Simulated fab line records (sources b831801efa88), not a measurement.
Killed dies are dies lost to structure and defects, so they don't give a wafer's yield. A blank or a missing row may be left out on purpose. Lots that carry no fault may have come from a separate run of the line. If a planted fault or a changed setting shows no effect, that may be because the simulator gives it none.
fab line records -- flow gf180mcu
record lots=7, wafers=19, lastDay=34
route steps=602 shown V3@440 M4@456
lots that met no fault: taken from a fault-free run of the same line
startH: start of the lot's first displayed wafer, in hours after the record's first day -- waitH: hours from the lot's prior step to this one -- " the same as in the row above -- L1.1+2: several wafers, shown together as one row -- - no value, or no start given -- * or withheld: withheld -- < > ~ a bound
route shown NAME@n: names a module that has steps shown in the file, with the first one's number in the route -- usual: average and standard deviation across the fault-free wafers -- same: alike in all rows -- chamber/n: place in a boat -- sites: readings site by site -- _std_site: the values' standard deviation -- _edge_site: outer sites' mean less inner sites' -- radiusMm: for every site, how far away it sits from the centre of the wafer -- mask NAME#n: copy n -- behind: tool/chamber where the wafer was last shaped -- hold: what put the lot on hold/how long, in hours/how the hold closed -- device: transistor that didn't switch, given as n, p or np -- end of line: the same wafers' tests at the end of the route -- for a step that has no rows: nothing shown but its recipe -- killed: count of dies lost to structure and defects at first sort (not the wafer's yield) -- map: per-die view of a wafer (x killed, . not killed, _ where there is no die)
set.NAME: the setting as run; set.NAME@STEP: as run at that earlier step -- model.NAME: the simulator's own value behind a step, which no gauge read
lots at selected steps of the route; one table per step, one row per wafer
services: the hour from which a tool's chamber was out of use, counted from the record's first day as startH (under 0 if before that day), plus the number of hours and why
## steps
# step GF_V3_EXPOSE_11
# recipe maskId=Via3, targetCdNm=260, na=0.68, sourceShape=conventional, sigmaOuter=0.6, doseMj=38
# step GF_V3_PEB_12
# recipe pebTempC=135, pebTimeS=90, resist=KrF
# step GF_V3_DEVELOP_13
# recipe developTimeS=60, resist=KrF, devTempC=21
# step GF_V3_CD_MEAS_14
# recipe targetCdNm=260
# usual cdNm=259.6/1.1
lot.wafer,tool,chamber,startH,waitH,cdNm
L702.1,cdSem-02,-,521.65,0.1,260.3
L702.2,cdSem-02,-,521.65,0.1,260.0
L702.6,cdSem-02,-,521.65,0.1,260.7
L712.3,cdSem-01,-,608.15,0.1,259.1
L712.4,cdSem-01,-,608.15,0.1,257.8
L712.5,cdSem-01,-,608.15,0.1,259.4
L715.2,cdSem-01,-,631.32,0.1,258.8
L715.4,cdSem-01,-,631.32,0.1,260.4
L715.5,cdSem-01,-,631.32,0.1,257.9
L716.3,cdSem-02,-,634.55,0.1,260.2
L716.4,cdSem-02,-,634.55,0.1,260.6
L716.6,cdSem-02,-,634.55,0.1,259.8
L721.2,cdSem-02,-,675.12,0.1,259.0
L721.3,cdSem-02,-,675.12,0.1,259.8
L722.3,cdSem-01,-,677.49,0.1,260.4
L722.4,cdSem-01,-,677.49,0.1,259.1
L723.2,cdSem-01,-,677.82,0.1,258.1
L723.3,cdSem-01,-,677.82,0.1,258.1
L723.4,cdSem-01,-,677.82,0.1,258.9
# step GF_V3_OVL_MEAS_15
# usual V3_OVL=0/5.1
lot.wafer,tool,chamber,startH,waitH,V3_OVL[nm]
L702.1,overlay-01,-,521.77,0.1,6
L702.2,overlay-01,-,521.77,0.1,3
L702.6,overlay-01,-,521.77,0.1,8
L712.3,overlay-02,-,608.24,0.1,2
L712.4,overlay-02,-,608.24,0.1,1
L712.5,overlay-02,-,608.24,0.1,0
L715.2,overlay-01,-,631.42,0.1,-8
L715.4,overlay-01,-,631.42,0.1,1
L715.5,overlay-01,-,631.42,0.1,-8
L716.3,overlay-02,-,634.64,0.1,-9
L716.4,overlay-02,-,634.64,0.1,-1
L716.6,overlay-02,-,634.64,0.1,-1
L721.2,overlay-02,-,675.22,0.1,-11
L721.3,overlay-02,-,675.22,0.1,-5
L722.3,overlay-02,-,677.58,0.1,8
L722.4,overlay-02,-,677.58,0.1,7
L723.2,overlay-02,-,677.92,0.1,-2
L723.3,overlay-02,-,677.92,0.1,1
L723.4,overlay-02,-,677.92,0.1,-5
# step GF_V3_ETCH_16
# recipe chemistry=N2/H2, targetDepthA=withheld, overetchA=withheld, timeS=withheld, target=BARC, ionEnergyEv=200, sourceW=500, biasW=100, pressureMtorr=30, n2FlowSccm=100, h2FlowSccm=200
# step GF_V3_ETCH_17
# recipe chemistry=C4F8/O2/Ar, maskMaterial=KrF, target=SiO2, stopOn=TiN, sourceW=1500, biasW=1200, pressureMtorr=40, c4f8FlowSccm=withheld, O2_flow_sccm=6, Ar_flow_sccm=300, timeS=withheld, targetDepthA=6350
# usual oesProductAu=0.856/0.005
lot.wafer,tool,chamber,startH,waitH,oesProductAu
L702.1,rieDiel-03,2,-,-,0.856
L702.2,rieDiel-03,3,-,-,0.853
L702.6,rieDiel-03,3,-,-,0.865
L712.3,rieDiel-01,1,-,-,0.865
L712.4,rieDiel-01,2,-,-,0.847
L712.5,rieDiel-01,2,-,-,0.861
L715.2,rieDiel-04,2,-,-,0.855
L715.4,rieDiel-04,3,-,-,0.859
L715.5,rieDiel-04,1,-,-,0.854
L716.3,rieDiel-03,3,-,-,0.858
L716.4,rieDiel-03,2,-,-,0.844
L716.6,rieDiel-03,1,-,-,0.849
L721.2,rieDiel-03,2,-,-,0.852
L721.3,rieDiel-03,1,-,-,0.857
L722.3,rieDiel-03,3,-,-,0.859
L722.4,rieDiel-03,1,-,-,0.859
L723.2,rieDiel-01,3,-,-,0.864
L723.3,rieDiel-01,0,-,-,0.857
L723.4,rieDiel-01,2,-,-,0.846
# step GF_V3_STRIP_18
# recipe chemistry=O2/N2, powerW=1400, pressureMtorr=1500, platenTempC=250, o2FlowSccm=3000, n2FlowSccm=300, overashFraction=0.5
# usual drypumpMotorCurrentA=5.8/0.43, heaterPowerW=325/40, oesProductAu=0.591/0.0049
lot.wafer,tool,chamber,startH,waitH,drypumpMotorCurrentA,heaterPowerW,oesProductAu,rfHoursCounterH
L702.1,plasmaAsher-04,1,521.93,-,5.8,270,0.598,9
L702.2,plasmaAsher-04,0,521.93,-,5.2,399,0.587,9
L702.6,plasmaAsher-04,0,521.93,-,5.2,397,0.587,-
L712.3,plasmaAsher-03,0,608.43,-,5.4,296,0.591,-
L712.4,plasmaAsher-03,1,608.43,-,5.8,360,0.584,-
L712.5,plasmaAsher-03,1,608.43,-,5.8,349,0.584,-
L715.2,plasmaAsher-01,0,631.58,-,6.4,318,0.595,98
L715.4,plasmaAsher-01,0,631.58,-,6.4,325,0.592,-
L715.5,plasmaAsher-01,0,631.58,-,6.4,332,0.588,-
L716.3,plasmaAsher-01,0,634.82,-,6.4,325,0.588,-
L716.4,plasmaAsher-01,1,634.82,-,6.1,321,0.594,-
L716.6,plasmaAsher-01,1,634.82,-,6.1,304,0.595,-
L721.2,plasmaAsher-04,0,675.38,-,5.1,403,0.596,22
L721.3,plasmaAsher-04,0,675.38,-,5.1,387,0.591,-
L722.3,plasmaAsher-01,1,677.76,-,6.1,312,0.592,-
L722.4,plasmaAsher-01,0,677.76,-,6.4,328,0.587,-
L723.2,plasmaAsher-04,0,678.08,-,5.1,394,0.594,22
L723.3,plasmaAsher-04,1,678.08,-,5.8,277,0.589,-
L723.4,plasmaAsher-04,0,678.08,-,5.1,399,0.598,-
# step GF_V3_STRIP_19
# recipe chemistry=postEtchResidueRemover, timeS=1200, tempC=72.5
# step GF_V3_CLEAN_20
# recipe chemistry=DIW, dry=n2Spin
# step GF_V3_SPUTTER_21
# recipe material=Ti, targetThkNm=15, chamberPressurePa=5, powerW=2500, substrateTempC=200, timeS=80.02
# usual throttleValvePct=29.9/1
lot.wafer,tool,chamber,startH,waitH,throttleValvePct
L702.1,pvdSputter-01,-,522.88,0.0,30.8
L702.2,pvdSputter-01,-,522.88,0.0,29.3
L702.6,pvdSputter-01,-,522.88,0.0,29.3
L712.3,pvdSputter-01,-,608.93,0.0,28.6
L712.4,pvdSputter-01,-,608.93,0.0,29.4
L712.5,pvdSputter-01,-,608.93,0.0,28.9
L715.2,pvdSputter-02,-,632.19,0.0,30.3
L715.4,pvdSputter-02,-,632.19,0.0,31.1
L715.5,pvdSputter-02,-,632.19,0.0,29.2
L716.3,pvdSputter-02,-,635.36,0.0,30.9
L716.4,pvdSputter-02,-,635.36,0.0,32.1
L716.6,pvdSputter-02,-,635.36,0.0,29.0
L721.2,pvdSputter-04,-,675.91,0.0,29.7
L721.3,pvdSputter-04,-,675.91,0.0,30.6
L722.3,pvdSputter-01,-,678.26,0.0,31.1
L722.4,pvdSputter-01,-,678.26,0.0,28.8
L723.2,pvdSputter-04,-,678.61,0.0,30.3
L723.3,pvdSputter-04,-,678.61,0.0,30.7
L723.4,pvdSputter-04,-,678.61,0.0,30.1
# step GF_V3_SPUTTER_22
# recipe material=TiN, targetThkNm=10, chamberPressurePa=5, powerW=4000, timeS=40
# usual throttleValvePct=30.0/1.1
lot.wafer,tool,chamber,startH,waitH,throttleValvePct
L702.1,pvdSputter-01,-,522.94,0.0,30.9
L702.2,pvdSputter-01,-,522.94,0.0,29.2
L702.6,pvdSputter-01,-,522.94,0.0,29.5
L712.3,pvdSputter-01,-,608.99,0.0,28.5
L712.4,pvdSputter-01,-,608.99,0.0,29.2
L712.5,pvdSputter-01,-,608.99,0.0,29.5
L715.2,pvdSputter-02,-,632.25,0.0,30.2
L715.4,pvdSputter-02,-,632.25,0.0,31.0
L715.5,pvdSputter-02,-,632.25,0.0,29.0
L716.3,pvdSputter-02,-,635.42,0.0,31.2
L716.4,pvdSputter-02,-,635.42,0.0,32.3
L716.6,pvdSputter-02,-,635.42,0.0,29.2
L721.2,pvdSputter-04,-,675.98,0.0,29.8
L721.3,pvdSputter-04,-,675.98,0.0,30.5
L722.3,pvdSputter-01,-,678.33,0.0,31.0
L722.4,pvdSputter-01,-,678.33,0.0,29.2
L723.2,pvdSputter-04,-,678.68,0.0,30.1
L723.3,pvdSputter-04,-,678.68,0.0,30.9
L723.4,pvdSputter-04,-,678.68,0.0,30.4
# step GF_V3_CVD_23
# recipe material=W, targetThkNm=350, timeS=104.9, tempC=400, pressureTorr=40
# usual heaterPowerW=866/32
lot.wafer,tool,chamber,startH,waitH,heaterPowerW,model.W_of_V3_CVD_23.thkNm
L702.1,cvdW-01,1,522.98,0.0,851,351.4
L702.2,cvdW-01,0,522.98,0.0,837,348.1
L702.6,cvdW-01,0,522.98,0.0,811,352.7
L712.3,cvdW-01,1,609.06,0.1,864,342.7
L712.4,cvdW-01,0,609.06,0.1,843,348.9
L712.5,cvdW-01,1,609.06,0.1,832,343.5
L715.2,cvdW-02,0,632.29,0.0,880,349.2
L715.4,cvdW-02,0,632.29,0.0,899,348.6
L715.5,cvdW-02,0,632.29,0.0,904,349.6
L716.3,cvdW-01,1,635.50,0.1,841,463.9
L716.4,cvdW-01,0,635.50,0.1,831,348
L716.6,cvdW-01,0,635.50,0.1,836,344.8
L721.2,cvdW-01,0,676.01,0.0,832,346.4
L721.3,cvdW-01,1,676.01,0.0,863,471.7
L722.3,cvdW-01,1,678.40,0.1,888,465.9
L722.4,cvdW-01,0,678.40,0.1,837,355.6
L723.2,cvdW-02,1,678.71,0.0,930,347.9
L723.3,cvdW-02,0,678.71,0.0,895,355.8
L723.4,cvdW-02,1,678.71,0.0,930,351.4
# step GF_V3_RS_MEAS_24
# recipe thkMeasGauge=four-point-probe, reads=W_of_V3_CVD_23+TiN_of_V3_SPUTTER_22+Ti_of_V3_SPUTTER_21
# usual V3_W_RS=0.3291/0.0027
lot.wafer,tool,chamber,startH,waitH,V3_W_RS[ohm/sq]
L702.1,filmMetro-01,-,523.09,0.1,0.3260
L702.2,filmMetro-01,-,523.09,0.1,0.3288
L702.6,filmMetro-01,-,523.09,0.1,0.3250
L712.3,filmMetro-04,-,609.18,0.1,0.3348
L712.4,filmMetro-04,-,609.18,0.1,0.3284
L712.5,filmMetro-04,-,609.18,0.1,0.3332
L715.2,filmMetro-04,-,632.42,0.1,0.3281
L715.4,filmMetro-04,-,632.42,0.1,0.3290
L715.5,filmMetro-04,-,632.42,0.1,0.3280
L716.3,filmMetro-01,-,635.62,0.1,0.2464
L716.4,filmMetro-01,-,635.62,0.1,0.3291
L716.6,filmMetro-01,-,635.62,0.1,0.3324
L721.2,filmMetro-01,-,676.15,0.1,0.3303
L721.3,filmMetro-01,-,676.15,0.1,0.2419
L722.3,filmMetro-01,-,678.52,0.1,0.2451
L722.4,filmMetro-01,-,678.52,0.1,0.3221
L723.2,filmMetro-02,-,678.85,0.1,0.3286
L723.3,filmMetro-02,-,678.85,0.1,0.3214
L723.4,filmMetro-02,-,678.85,0.1,0.3251
# step GF_V3_THK_MEAS_25
# recipe thkMeasGauge=xrf, reads=W_of_V3_CVD_23
# usual V3_W_THK=344/3.6
lot.wafer,tool,chamber,startH,waitH,V3_W_THK[nm]
L702.1,filmMetro-01,-,523.21,0.1,346
L702.2,filmMetro-01,-,523.21,0.1,344
L702.6,filmMetro-01,-,523.21,0.1,347
L712.3,filmMetro-04,-,609.28,0.1,341
L712.4,filmMetro-04,-,609.28,0.1,348
L712.5,filmMetro-04,-,609.28,0.1,341
L715.2,filmMetro-04,-,632.53,0.1,347
L715.4,filmMetro-04,-,632.53,0.1,346
L715.5,filmMetro-04,-,632.53,0.1,347
L716.3,filmMetro-01,-,635.72,0.1,452
L716.4,filmMetro-01,-,635.72,0.1,342
L716.6,filmMetro-01,-,635.72,0.1,338
L721.2,filmMetro-01,-,676.26,0.1,343
L721.3,filmMetro-01,-,676.26,0.1,463
L722.3,filmMetro-01,-,678.62,0.1,460
L722.4,filmMetro-01,-,678.62,0.1,351
L723.2,filmMetro-02,-,678.96,0.1,347
L723.3,filmMetro-02,-,678.96,0.1,354
L723.4,filmMetro-02,-,678.96,0.1,349
# step GF_V3_CMP_26
# recipe stopOn=SiO2, downForcePsi=3.5, platenRpm=60, tOverpolishS=15, targetThkNm=0, padVelocityMS=0.94248
# usual motorCurrentA=11.2/0.62, timeToEndpointS=85.5/2.7
lot.wafer,tool,chamber,startH,waitH,motorCurrentA,timeToEndpointS
L702.2,cmp-02,2,523.39,0.2,11.0,84.5
L702.1,cmp-02,1,523.39,0.2,11.1,85.5
L702.6,cmp-02,2,523.39,0.2,10.8,85.3
L712.4,cmp-01,1,609.42,0.1,10.6,90.1
L712.3,cmp-01,2,609.42,0.1,11.8,83.1
L712.5,cmp-01,0,609.42,0.1,11.3,88.0
L715.2,cmp-01,3,632.58,0.0,10.2,89.1
L715.4,cmp-01,0,632.58,0.0,11.0,87.4
L715.5,cmp-01,0,632.58,0.0,11.1,88.5
L716.3,cmp-01,3,635.76,0.0,10.6,118.7
L716.4,cmp-01,2,635.76,0.0,11.7,84.7
L716.6,cmp-01,0,635.76,0.0,11.2,85.8
L721.3,cmp-01,1,676.31,0.0,10.8,116.1
L721.2,cmp-01,2,676.31,0.0,11.4,82.9
L722.4,cmp-01,3,678.76,0.1,11.4,87.4
L722.3,cmp-01,0,678.76,0.1,10.6,115.7
L723.4,cmp-02,1,679.06,0.1,11.8,87.3
L723.3,cmp-02,2,679.06,0.1,10.9,87.3
L723.2,cmp-02,3,679.06,0.1,10.5,84.3
# step GF_M4_SPUTTER_00
# recipe material=Ti, targetThkNm=37.5, arrivingIonEnergyEv=80, substrateTempC=200, chamberPressurePa=2, powerW=4000, timeS=150
# usual throttleValvePct=30.1/1.1
lot.wafer,tool,chamber,startH,waitH,throttleValvePct
L702.1,pvdSputter-02,-,523.69,0.1,30.2
L702.2,pvdSputter-02,-,523.69,0.1,31.2
L702.6,pvdSputter-02,-,523.69,0.1,28.9
L712.3,pvdSputter-03,-,609.62,0.1,31.0
L712.4,pvdSputter-03,-,609.62,0.1,28.7
L712.5,pvdSputter-03,-,609.62,0.1,30.4
L715.2,pvdSputter-02,-,632.88,0.2,29.8
L715.4,pvdSputter-02,-,632.88,0.2,31.1
L715.5,pvdSputter-02,-,632.88,0.2,31.1
L716.3,pvdSputter-02,-,636.06,0.2,31.2
L716.4,pvdSputter-02,-,636.06,0.2,32.1
L716.6,pvdSputter-02,-,636.06,0.2,29.0
L721.2,pvdSputter-03,-,676.61,0.2,31.0
L721.3,pvdSputter-03,-,676.61,0.2,30.6
L722.3,pvdSputter-02,-,678.96,0.1,32.5
L722.4,pvdSputter-02,-,678.96,0.1,30.1
L723.2,pvdSputter-04,-,679.31,0.1,30.1
L723.3,pvdSputter-04,-,679.31,0.1,30.4
L723.4,pvdSputter-04,-,679.31,0.1,30.5
## services
tool,chamber,startH,hours,kind
cvdW-01,0,501.08,9.1,repair
cmp-02,-,508.31,0.2,repair
cvdW-01,-,511.12,1.4,repair
cmp-02,-,518.56,4.8,pm
cmp-01,-,532.11,0.3,repair
cmp-01,-,534.36,5.0,pm
plasmaAsher-01,-,540.52,10.0,repair
rieDiel-01,-,550.89,0.1,repair
plasmaAsher-04,-,550.93,14.6,pm
rieDiel-01,3,552.48,9.0,repair
rieDiel-01,0,553.39,1.3,repair
cvdW-02,-,557.02,1.0,repair
cvdW-02,-,558.93,6.9,pm
pvdSputter-04,-,562.72,5.7,repair
cmp-01,-,572.00,4.0,pm
cmp-02,-,577.85,0.8,repair
plasmaAsher-04,-,579.02,15.6,pm
rieDiel-03,-,587.27,2.8,pm
cvdW-02,-,592.60,14.6,pm
rieDiel-01,0,622.69,5.9,repair
cmp-02,-,624.14,0.8,repair
rieDiel-01,2,648.69,4.6,repair
cvdW-01,-,674.27,1.5,repair
rieDiel-03,0,675.65,3.6,repair
## key
firstSign step=GF_V3_RS_MEAS_24, reading=V3_W_RS, direction=down, sigmas=31, usual=0.3291, struck=0.2445
effect step=GF_V3_THK_MEAS_25, reading=V3_W_THK, direction=up, sigmas=32, usual=344, struck=458
effect step=GF_V3_CMP_26, reading=timeToEndpointS, direction=up, sigmas=12, usual=*, struck=*
modelEffect step=GF_V3_CVD_23, value=W_of_V3_CVD_23.thkNm, without=348.4, struck=467.2
metAt GF_V3_CVD_23
struckWafers L716.3,L721.3,L722.3
onsetBetween 609.06 635.50
fault kind=processParameterDrift, tool=cvdW-01, chamber=-, onsetH=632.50, steps=GF_V3_CVD_23, channel=targetThkNm, offset=118.81, shape=step, endH=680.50, scope=struckWafersOnly, actsIn=theseRecipesOnly, stated=350
